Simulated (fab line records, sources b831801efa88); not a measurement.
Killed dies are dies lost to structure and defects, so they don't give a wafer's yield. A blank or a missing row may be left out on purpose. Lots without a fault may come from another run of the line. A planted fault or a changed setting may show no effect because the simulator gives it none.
fab line records | flow sky130
record lots=24 wafers=72 last_day=51
route steps=708 shown VIA1@472 METAL2@484 VIA2@530 CAPM@549 METAL3@567 VIA3@585
lots that met no fault: from a run of the same line without faults
start_h: hours from the record's first day to the start of the lot's first wafer shown | wait_h: hours since the lot's step before | " the same as in the row above | L1.1+2: a row that stands for several wafers | - no value, or no start given | * or withheld: withheld | < > ~ a bound
route shown NAME@n: a module of which the file shows steps, and the number in the route of the first | usual: mean/standard deviation of fault-free wafers | same: alike in all rows | chamber/n: place in a boat | sites: the reading at each site | _std_site: their standard deviation | _edge_site: outer sites' mean less inner sites' | radius_mm: how far each site lies from the wafer's centre | mask NAME#n: copy n | behind: the tool/chamber that last shaped the wafer | hold: why the lot was held/for how many hours/how that ended | device: the transistor (n, p or np) that didn't switch | end of line: the same wafers' tests at the end of the route | a step without rows: its recipe alone | killed: dies lost to structure and defects at the first sort, not the wafer's yield | map: a wafer's dies, x killed, . not, _ none there
set.NAME: the setting as run; set.NAME@STEP: as run at that earlier step | model.NAME: the simulator's own value behind a step, which no gauge read
steps of the route over a sample of lots; a table a step, a row a wafer
services: from which hour (start_h, from the record's first day; less than 0 if before it) a tool's chamber was out of use, for how many hours, and why
## steps
# step SKY_VIA1_ETCH_14
# recipe chemistry=N2/H2 target=BARC ion_energy_ev=200 source_w=500 bias_w=100 pressure_mtorr=30 n2_flow_sccm=100 h2_flow_sccm=200 stop_on=SiO2 time_s=45.9 target_depth_a=600
# usual bias_w=100.0/0.33 drypump_motor_current_A=5.8/0.44 oes_product_au=0.856/0.0044 throttle_valve_pct=13.224/0.0098
# columns lot.wafer tool chamber start_h wait_h bias_w drypump_motor_current_A oes_product_au rf_hours_counter_h throttle_valve_pct
L074.2 rie_diel-04 2 782.24 0.0 99.9 6.0 0.856 3 13.213
L074.3 " 1 " " 100.2 6.6 0.849 6 13.219
L074.5 " 2 " " 100.3 6.0 0.861 - 13.239
L075.1 rie_diel-02 2 799.76 0.0 100.1 6.2 0.859 36 13.220
L075.3 " 0 " " 100.4 5.8 0.848 1 13.225
L075.6 " 2 " " 100.2 6.2 0.856 - 13.221
L076.4 rie_diel-01 0 803.51 0.0 99.7 5.8 0.854 3 13.214
L076.5 " 0 " " 99.6 5.8 0.860 - 13.202
L076.6 " 1 " " 99.4 5.6 0.848 - 13.205
L077.1 rie_diel-01 0 810.71 0.0 100.3 5.8 0.859 3 13.228
L077.5 " 2 " " 100.1 5.9 0.856 - 13.217
L077.6 " 1 " " 100.3 5.6 0.858 - 13.225
L078.1 rie_diel-04 2 819.96 0.0 99.9 6.0 0.854 4 13.234
L078.3 " 0 " " 100.2 5.7 0.861 5 13.228
L078.5 " 1 " " 100.0 6.6 0.858 - 13.239
L079.1 rie_diel-01 0 831.74 0.0 100.6 5.8 0.853 4 13.222
L079.2 " 3 " " 99.8 5.0 0.862 1 13.219
L079.3 " 2 " " 100.1 5.9 0.856 15 13.207
L082.1 rie_diel-02 3 850.54 0.0 99.8 5.2 0.862 7 13.228
L082.4 " 1 " " 99.4 5.3 0.867 17 13.225
L082.5 " 3 " " 99.9 5.2 0.851 - 13.215
L081.2 rie_diel-01 2 851.93 0.0 99.4 5.9 0.853 16 13.223
L081.3 " 1 " " 99.9 5.6 0.855 7 13.228
L081.6 " 1 " " 100.3 5.6 0.857 - 13.208
L080.3 rie_diel-02 2 852.88 0.0 100.2 6.2 0.863 1 13.234
L080.5 " 2 " " 100.3 6.2 0.857 - 13.226
L080.6 " 1 " " 100.3 5.3 0.864 - 13.221
L083.2 rie_diel-01 2 864.33 0.0 100.1 5.9 0.857 16 13.217
L083.3 " 1 " " 100.1 5.6 0.859 7 13.218
L083.4 " 3 " " 99.5 5.0 0.853 2 13.231
L084.2 rie_diel-01 2 873.31 0.0 100.4 5.9 0.858 16 13.216
L084.5 " 0 " " 99.9 5.8 0.858 - 13.215
L084.6 " 1 " " 100.2 5.6 0.859 - 13.218
L085.1 rie_diel-01 2 876.33 0.0 99.9 5.9 0.860 17 13.232
L085.4 " 1 " " 100.3 5.6 0.849 7 13.224
L085.6 " 0 " " 100.4 5.9 0.857 - 13.219
L086.2 rie_diel-04 2 884.29 0.0 100.2 6.0 0.853 7 13.201
L086.4 " 1 " " 99.7 6.6 0.860 - 13.218
L086.5 " 2 " " 99.3 6.0 0.857 - 13.237
L087.1 rie_diel-02 2 887.71 0.0 99.8 6.2 0.859 2 13.243
L087.2 " 0 " " 100.4 5.8 0.859 4 13.221
L087.5 " 1 " " 100.0 5.3 0.867 - 13.237
L088.1 rie_diel-02 2 895.24 0.0 99.6 6.2 0.855 2 13.218
L088.3 " 0 " " 100.2 5.8 0.853 4 13.231
L088.5 " 2 " " 100.2 6.2 0.861 - 13.232
L089.3 rie_diel-04 1 904.03 0.0 100.4 6.6 0.855 10 13.223
L089.4 " 0 " " 100.0 5.7 0.856 - 13.220
L089.5 " 2 " " 99.7 6.0 0.849 - 13.212
L090.1 rie_diel-02 2 915.49 0.0 100.0 6.2 0.862 3 13.244
L090.2 " 0 " " 100.3 5.9 0.855 5 13.245
L090.3 " 1 " " 100.1 5.3 0.852 19 13.226
L091.1 rie_diel-02 1 919.49 0.0 100.0 5.3 0.859 19 13.215
L091.3 " 3 " " 100.7 5.2 0.857 8 13.232
L091.6 " 0 " " 99.9 5.9 0.858 - 13.210
L092.1 rie_diel-01 1 922.41 0.0 99.8 5.6 0.850 9 13.225
L092.2 " 2 " " 100.1 5.9 0.851 18 13.228
L092.6 " 3 " " 99.6 4.9 0.857 - 13.237
L093.1 rie_diel-04 0 929.44 0.0 99.9 5.8 0.857 8 13.235
L093.2 " 1 " " 99.8 6.6 0.848 11 13.222
L093.4 " 2 " " 100.5 6.0 0.854 8 13.219
L094.1 rie_diel-04 2 934.39 0.0 100.4 6.0 0.859 8 13.244
L094.3 " 1 " " 99.9 6.6 0.852 11 13.220
L094.5 " 2 " " 99.3 6.0 0.852 - 13.230
L095.1 rie_diel-01 0 939.51 0.0 100.2 5.8 0.854 7 13.235
L095.2 " 3 " " 100.2 5.0 0.849 5 13.224
L095.6 " 3 " " 100.2 5.0 0.862 - 13.222
L096.1 rie_diel-02 2 951.34 0.0 99.7 6.2 0.860 4 13.231
L096.2 " 1 " " 99.6 5.3 0.856 20 13.238
L096.5 " 1 " " 100.0 5.3 0.859 - 13.220
L097.2 rie_diel-04 3 988.83 0.0 100.5 5.9 0.853 10 13.224
L097.3 " 2 " " 99.8 6.0 0.862 9 13.228
L097.5 " 3 " " 100.3 5.9 0.848 - 13.242
# step SKY_METAL2_SPUTTER_01
# recipe material=TiN target_thk_nm=20 power_w=6500 time_s=16.7 chamber_pressure_pa=0.4
# usual throttle_valve_pct=30.4/1
# columns lot.wafer tool chamber start_h wait_h throttle_valve_pct
L074.2 pvd_sputter-01 - 783.58 0.0 30.8
L074.3 " - " " 30.9
L074.5 " - " " 30.7
L075.1 pvd_sputter-01 - 801.14 0.0 31.2
L075.3 " - " " 30.5
L075.6 " - " " 31.3
L076.4 pvd_sputter-02 - 804.89 0.0 29.3
L076.5 " - " " 30.0
L076.6 " - " " 29.6
L077.1 pvd_sputter-04 - 812.05 0.0 30.8
L077.5 " - " " 29.0
L077.6 " - " " 29.2
L078.1 pvd_sputter-04 - 821.30 0.0 29.0
L078.3 " - " " 32.4
L078.5 " - " " 29.5
L079.1 pvd_sputter-04 - 833.08 0.0 29.3
L079.2 " - " " 30.8
L079.3 " - " " 28.9
L082.1 pvd_sputter-01 - 851.92 0.0 29.8
L082.4 " - " " 31.0
L082.5 " - " " 31.2
L081.2 pvd_sputter-04 - 853.31 0.0 29.3
L081.3 " - " " 32.8
L081.6 " - " " 32.4
L080.3 pvd_sputter-01 - 854.22 0.0 30.5
L080.5 " - " " 30.3
L080.6 " - " " 31.1
L083.2 pvd_sputter-01 - 865.67 0.0 30.4
L083.3 " - " " 31.1
L083.4 " - " " 30.1
L084.2 pvd_sputter-02 - 874.65 0.0 29.5
L084.5 " - " " 29.6
L084.6 " - " " 30.1
L085.1 pvd_sputter-02 - 877.71 0.0 29.5
L085.4 " - " " 30.1
L085.6 " - " " 30.1
L086.2 pvd_sputter-04 - 885.67 0.0 30.7
L086.4 " - " " 32.7
L086.5 " - " " 32.6
L087.1 pvd_sputter-02 - 889.08 0.0 30.0
L087.2 " - " " 29.8
L087.5 " - " " 30.3
L088.1 pvd_sputter-04 - 896.61 0.0 29.3
L088.3 " - " " 29.4
L088.5 " - " " 32.7
L089.3 pvd_sputter-04 - 906.08 0.0 28.9
L089.4 " - " " 29.1
L089.5 " - " " 30.6
L090.1 pvd_sputter-04 - 916.83 0.0 29.2
L090.2 " - " " 30.4
L090.3 " - " " 29.3
L091.1 pvd_sputter-02 - 920.83 0.0 29.1
L091.3 " - " " 29.6
L091.6 " - " " 30.1
L092.1 pvd_sputter-02 - 923.75 0.0 30.0
L092.2 " - " " 29.9
L092.6 " - " " 30.1
L093.1 pvd_sputter-04 - 930.82 0.0 29.2
L093.2 " - " " 32.7
L093.4 " - " " 30.8
L094.1 pvd_sputter-01 - 935.77 0.0 31.3
L094.3 " - " " 29.9
L094.5 " - " " 31.1
L095.1 pvd_sputter-01 - 940.88 0.0 31.0
L095.2 " - " " 30.9
L095.6 " - " " 30.7
L096.1 pvd_sputter-01 - 952.71 0.0 30.1
L096.2 " - " " 31.0
L096.5 " - " " 29.8
L097.2 pvd_sputter-04 - 990.17 0.0 29.2
L097.3 " - " " 30.8
L097.5 " - " " 32.7
# step SKY_VIA2_THK_MEAS_23
# recipe thk_meas_gauge=xrf reads=W_of_VIA2_CVD_21
# usual VIA2_W_THK=400/6.3
# columns lot.wafer tool chamber start_h wait_h VIA2_W_THK[nm]
L074.2 film_metro-04 - 839.56 0.1 414
L074.3 " - " " 415
L074.5 " - " " 412
L075.1 film_metro-02 - 856.47 0.1 393
L075.3 " - " " 393
L075.6 " - " " 387
L076.4 film_metro-04 - 860.33 0.1 396
L076.5 " - " " 397
L076.6 " - " " 403
L077.1 film_metro-04 - 867.30 0.1 412
L077.5 " - " " 402
L077.6 " - " " 412
L078.1 film_metro-04 - 875.13 0.1 401
L078.3 " - " " 400
L078.5 " - " " 397
L079.1 film_metro-04 - 887.43 0.1 398
L079.2 " - " " 392
L079.3 " - " " 398
L082.1 film_metro-04 - 905.10 0.1 404
L082.4 " - " " 406
L082.5 " - " " 402
L081.2 film_metro-04 - 906.79 0.1 402
L081.3 " - " " 402
L081.6 " - " " 397
L080.3 film_metro-02 - 907.47 0.1 395
L080.5 " - " " 401
L080.6 " - " " 390
L083.2 film_metro-04 - 918.96 0.1 398
L083.3 " - " " 398
L083.4 " - " " 401
L084.2 film_metro-04 - 927.15 0.1 399
L084.5 " - " " 409
L084.6 " - " " 400
L085.1 film_metro-02 - 930.81 0.1 391
L085.4 " - " " 394
L085.6 " - " " 392
L086.2 film_metro-04 - 938.70 0.1 396
L086.4 " - " " 405
L086.5 " - " " 397
L087.1 film_metro-01 - 942.20 0.1 402
L087.2 " - " " 400
L087.5 " - " " 401
L088.1 film_metro-04 - 947.92 0.1 395
L088.3 " - " " 398
L088.5 " - " " 403
L089.3 film_metro-04 - 957.32 0.1 403
L089.4 " - " " 399
L089.5 " - " " 400
L090.1 film_metro-01 - 967.18 0.1 406
L090.2 " - " " 411
L090.3 " - " " 405
L091.1 film_metro-02 - 970.42 0.1 394
L091.3 " - " " 391
L091.6 " - " " 390
L092.1 film_metro-01 - 971.28 0.1 415
L092.2 " - " " 409
L092.6 " - " " 410
L093.1 film_metro-02 - 990.24 0.1 389
L093.2 " - " " 397
L093.4 " - " " 398
L094.1 film_metro-04 - 992.72 0.1 398
L094.3 " - " " 403
L094.5 " - " " 400
L095.1 film_metro-04 - 996.38 0.1 402
L095.2 " - " " 399
L095.6 " - " " 403
L096.1 film_metro-02 - 999.16 0.1 393
L096.2 " - " " 390
L096.5 " - " " 396
L097.2 film_metro-01 - 1038.93 0.1 410
L097.3 " - " " 400
L097.5 " - " " 406
# step SKY_CAPM_OVL_MEAS_12
# usual CAPM_OVL=-0.7/1.4
# columns lot.wafer tool chamber start_h wait_h CAPM_OVL[nm]
L074.2 overlay-01 - 865.79 0.1 -0.4
L074.3 " - " " 0.3
L074.5 " - " " -0.7
L075.1 overlay-02 - 882.99 0.1 1.3
L075.3 " - " " 2.5
L075.6 " - " " 3.1
L076.4 overlay-02 - 886.35 0.1 1.2
L076.5 " - " " 2.0
L076.6 " - " " 0.1
L077.1 overlay-02 - 893.11 0.1 -1.1
L077.5 " - " " -0.1
L077.6 " - " " -0.8
L078.1 overlay-01 - 901.31 0.1 -2.1
L078.3 " - " " -2.6
L078.5 " - " " -2.7
L079.1 overlay-01 - 913.41 0.1 -0.5
L079.2 " - " " -0.4
L079.3 " - " " -0.7
L082.1 overlay-02 - 930.54 0.1 2.6
L082.4 " - " " 0.4
L082.5 " - " " 0.4
L081.2 overlay-02 - 931.36 0.1 0.1
L081.3 " - " " -1.2
L081.6 " - " " -3.2
L080.3 overlay-01 - 932.35 0.1 -4.7
L080.5 " - " " -2.5
L080.6 " - " " -2.2
L083.2 overlay-01 - 944.06 0.1 -2.3
L083.3 " - " " -1.9
L083.4 " - " " -1.7
L084.2 overlay-01 - 951.49 0.1 -1.2
L084.5 " - " " -1.8
L084.6 " - " " -1.6
L085.1 overlay-01 - 955.39 0.1 -1.0
L085.4 " - " " 0.3
L085.6 " - " " -2.0
L086.2 overlay-02 - 962.96 0.1 -1.5
L086.4 " - " " -2.8
L086.5 " - " " -1.1
L087.1 overlay-02 - 965.66 0.1 -1.3
L087.2 " - " " -0.8
L087.5 " - " " -1.0
L088.1 overlay-01 - 969.76 0.1 0.0
L088.3 " - " " 0.2
L088.5 " - " " 1.0
L089.3 overlay-02 - 978.07 0.1 -1.5
L089.4 " - " " -0.8
L089.5 " - " " -0.1
L090.1 overlay-02 - 992.19 0.1 -0.7
L090.2 " - " " -1.3
L090.3 " - " " -1.6
L091.1 overlay-01 - 997.21 0.1 -0.6
L091.3 " - " " -0.3
L091.6 " - " " -1.1
L092.1 overlay-02 - 997.69 0.1 -1.5
L092.2 " - " " -0.3
L092.6 " - " " -0.7
L093.1 overlay-02 - 1013.56 0.1 -2.3
L093.2 " - " " 0.3
L093.4 " - " " -1.6
L094.1 overlay-02 - 1015.91 0.1 2.1
L094.3 " - " " 0.2
L094.5 " - " " -2.1
L095.1 overlay-01 - 1019.86 0.1 1.6
L095.2 " - " " 0.7
L095.6 " - " " 0.4
L096.1 overlay-02 - 1022.19 0.1 -0.3
L096.2 " - " " 0.0
L096.5 " - " " -1.1
L097.2 overlay-02 - 1061.66 0.1 1.3
L097.3 " - " " 2.6
L097.5 " - " " -0.4
# step SKY_METAL3_ETCH_17
# recipe target=SiO2 stop_on=TiN chemistry=C4F8/O2/Ar source_w=1500 bias_w=1200 pressure_mtorr=40 c4f8_flow_sccm=withheld O2_flow_sccm=6 Ar_flow_sccm=300 time_s=3.707 target_depth_a=150
# usual bias_w=1201/3.6 oes_product_au=0.773/0.0066
# columns lot.wafer tool chamber start_h wait_h bias_w oes_product_au rf_hours_counter_h
L074.2 rie_diel-02 1 891.64 0.1 1200 0.776 18
L074.3 " 0 " " 1200 0.778 4
L074.5 " 1 " " 1196 0.785 -
L075.1 rie_diel-04 0 910.07 0.2 1199 0.778 7
L075.3 " 1 " " 1201 0.765 10
L075.6 " 0 " " 1202 0.782 -
L076.4 rie_diel-03 1 912.91 0.0 1201 0.775 9
L076.5 " 2 " " 1195 0.768 -
L076.6 " 1 " " 1200 0.773 -
L077.1 rie_diel-04 0 919.39 0.2 1197 0.778 8
L077.5 " 2 " " 1202 0.771 -
L077.6 " 1 " " 1201 0.786 -
L078.1 rie_diel-04 3 926.79 0.1 1201 0.769 9
L078.3 " 1 " " 1202 0.772 11
L078.5 " 1 " " 1204 0.771 -
L079.1 rie_diel-03 3 938.12 0.1 1203 0.764 22
L079.2 " 0 " " 1205 0.775 15
L079.3 " 2 " " 1198 0.774 23
L082.1 rie_diel-03 3 955.01 0.1 1198 0.775 22
L082.4 " 1 " " 1199 0.772 10
L082.5 " 2 " " 1202 0.766 -
L081.2 rie_diel-02 0 956.16 0.1 1198 0.764 6
L081.3 " 2 " " 1198 0.760 4
L081.6 " 2 " " 1196 0.780 -
L080.3 rie_diel-02 0 957.19 0.0 1207 0.782 6
L080.5 " 0 " " 1200 0.780 -
L080.6 " 1 " " 1204 0.791 -
L083.2 rie_diel-03 1 967.42 0.1 1206 0.777 11
L083.3 " 3 " " 1199 0.769 23
L083.4 " 2 " " 1197 0.781 24
L084.2 rie_diel-03 2 972.29 0.1 1199 0.778 24
L084.5 " 1 " " 1192 0.776 -
L084.6 " 2 " " 1204 0.781 -
L085.1 rie_diel-04 1 976.79 0.1 1203 0.774 12
L085.4 " 3 " " 1202 0.765 10
L085.6 " 2 " " 1200 0.770 -
L086.2 rie_diel-02 0 983.92 0.1 1199 0.766 7
L086.4 " 1 " " 1198 0.785 21
L086.5 " 0 " " 1196 0.777 -
L087.1 rie_diel-02 1 989.44 0.1 1202 0.774 21
L087.2 " 3 " " 1195 0.780 10
L087.5 " 1 " " 1204 0.778 -
L088.1 rie_diel-02 1 993.76 0.1 1196 0.765 21
L088.3 " 0 " " 1198 0.777 7
L088.5 " 2 " " 1212 0.775 -
L089.3 rie_diel-04 0 1002.54 0.0 1199 0.766 11
L089.4 " 3 " " 1197 0.768 11
L089.5 " 1 " " 1199 0.770 -
L090.1 rie_diel-03 1 1015.99 0.1 1202 0.764 13
L090.2 " 0 " " 1202 0.760 18
L090.3 " 2 " " 1202 0.773 26
L091.1 rie_diel-04 3 1020.77 0.1 1198 0.758 12
L091.3 " 0 " " 1200 0.761 11
L091.6 " 1 " " 1201 0.773 -
L092.1 rie_diel-02 2 1021.12 0.1 1196 0.779 6
L092.2 " 0 " " 1203 0.771 8
L092.6 " 1 " " 1202 0.774 -
L093.1 rie_diel-02 0 1037.29 0.1 1200 0.773 8
L093.2 " 1 " " 1205 0.774 23
L093.4 " 2 " " 1208 0.777 6
L094.1 rie_diel-02 1 1039.86 0.1 1200 0.762 23
L094.3 " 0 " " 1207 0.771 8
L094.5 " 0 " " 1206 0.774 -
L095.1 rie_diel-02 3 1042.74 0.1 1203 0.764 12
L095.2 " 2 " " 1205 0.768 7
L095.6 " 1 " " 1201 0.777 -
L096.1 rie_diel-04 0 1045.87 0.1 1194 0.766 12
L096.2 " 2 " " 1204 0.766 12
L096.5 " 3 " " 1196 0.766 -
L097.2 rie_diel-03 0 1083.02 0.1 1204 0.760 21
L097.3 " 2 " " 1204 0.765 28
L097.5 " 1 " " 1195 0.777 -
# step SKY_VIA3_CD_MEAS_12
# recipe target_cd_nm=200
# usual cd_nm=200.0/1.3
# columns lot.wafer tool chamber start_h wait_h cd_nm
L074.2 cd_sem-02 - 918.13 - 201.1
L074.3 " - " " 201.6
L074.5 " - " " 201.7
L075.1 cd_sem-02 - 935.58 - 199.3
L075.3 " - " " 200.8
L075.6 " - " " 200.6
L076.4 cd_sem-01 - 938.49 - 200.0
L076.5 " - " " 199.2
L076.6 " - " " 199.0
L077.1 cd_sem-02 - 945.23 - 199.7
L077.5 " - " " 200.3
L077.6 " - " " 198.7
L078.1 cd_sem-02 - 952.61 - 199.6
L078.3 " - " " 199.9
L078.5 " - " " 199.5
L079.1 cd_sem-02 - 963.31 - 198.6
L079.2 " - " " 200.7
L079.3 " - " " 198.2
L082.1 cd_sem-01 - 989.21 - 202.4
L082.4 " - " " 200.3
L082.5 " - " " 200.8
L081.2 cd_sem-02 - 989.40 - 198.6
L081.3 " - " " 199.9
L081.6 " - " " 199.6
L080.3 cd_sem-01 - 990.55 - 200.1
L080.5 " - " " 200.8
L080.6 " - " " 199.1
L083.2 cd_sem-02 - 995.58 - 199.1
L083.3 " - " " 201.1
L083.4 " - " " 200.4
L084.2 cd_sem-01 - 997.60 - 201.6
L084.5 " - " " 203.3
L084.6 " - " " 203.0
L085.1 cd_sem-02 - 1001.31 - 199.8
L085.4 " - " " 200.0
L085.6 " - " " 200.2
L086.2 cd_sem-02 - 1006.65 - 198.4
L086.4 " - " " 197.2
L086.5 " - " " 198.2
L087.1 cd_sem-01 - 1013.91 - 200.1
L087.2 " - " " 199.9
L087.5 " - " " 200.8
L088.1 cd_sem-02 - 1018.13 - 200.3
L088.3 " - " " 201.0
L088.5 " - " " 201.6
L089.3 cd_sem-02 - 1026.25 - 202.4
L089.4 " - " " 200.7
L089.5 " - " " 199.9
L090.1 cd_sem-01 - 1040.28 - 201.9
L090.2 " - " " 201.7
L090.3 " - " " 200.9
L091.1 cd_sem-02 - 1045.46 - 199.9
L091.3 " - " " 200.8
L091.6 " - " " 199.6
L092.1 cd_sem-02 - 1045.66 - 200.1
L092.2 " - " " 199.8
L092.6 " - " " 199.5
L093.1 cd_sem-02 - 1060.63 - 202.1
L093.2 " - " " 200.6
L093.4 " - " " 200.4
L094.1 cd_sem-02 - 1062.81 - 199.6
L094.3 " - " " 200.8
L094.5 " - " " 200.4
L095.1 cd_sem-02 - 1066.26 - 197.8
L095.2 " - " " 199.1
L095.6 " - " " 199.3
L096.1 cd_sem-02 - 1068.81 - 199.6
L096.2 " - " " 198.8
L096.5 " - " " 198.1
L097.2 cd_sem-01 - 1104.33 - 199.3
L097.3 " - " " 198.1
L097.5 " - " " 198.6
## services
# columns tool chamber start_h hours kind
pvd_sputter-01 - 778.43 4.8 repair
rie_diel-01 - 779.50 14.6 pm
rie_diel-01 1 794.66 5.6 repair
rie_diel-01 - 817.10 0.4 repair
rie_diel-04 3 823.03 96.4 repair
rie_diel-02 2 824.66 8.4 repair
pvd_sputter-01 - 830.32 6.7 repair
rie_diel-02 1 835.83 3.8 repair
rie_diel-04 0 838.71 7.5 repair
rie_diel-02 - 866.65 0.2 repair
rie_diel-04 0 879.57 16.1 repair
rie_diel-02 3 881.20 18.1 repair
rie_diel-01 0 884.11 4.0 repair
rie_diel-02 - 884.86 0.1 repair
rie_diel-01 3 909.17 4.0 repair
rie_diel-01 1 909.17 10.2 repair
rie_diel-01 2 928.47 21.4 repair
rie_diel-04 2 952.52 10.6 repair
rie_diel-01 0 956.22 1.7 repair
rie_diel-01 - 991.63 7.1 repair
pvd_sputter-04 - 998.61 2.4 repair
rie_diel-01 - 1019.54 2.4 repair
rie_diel-04 0 1054.73 12.0 repair
rie_diel-02 3 1082.08 1.9 repair
## key
fault none
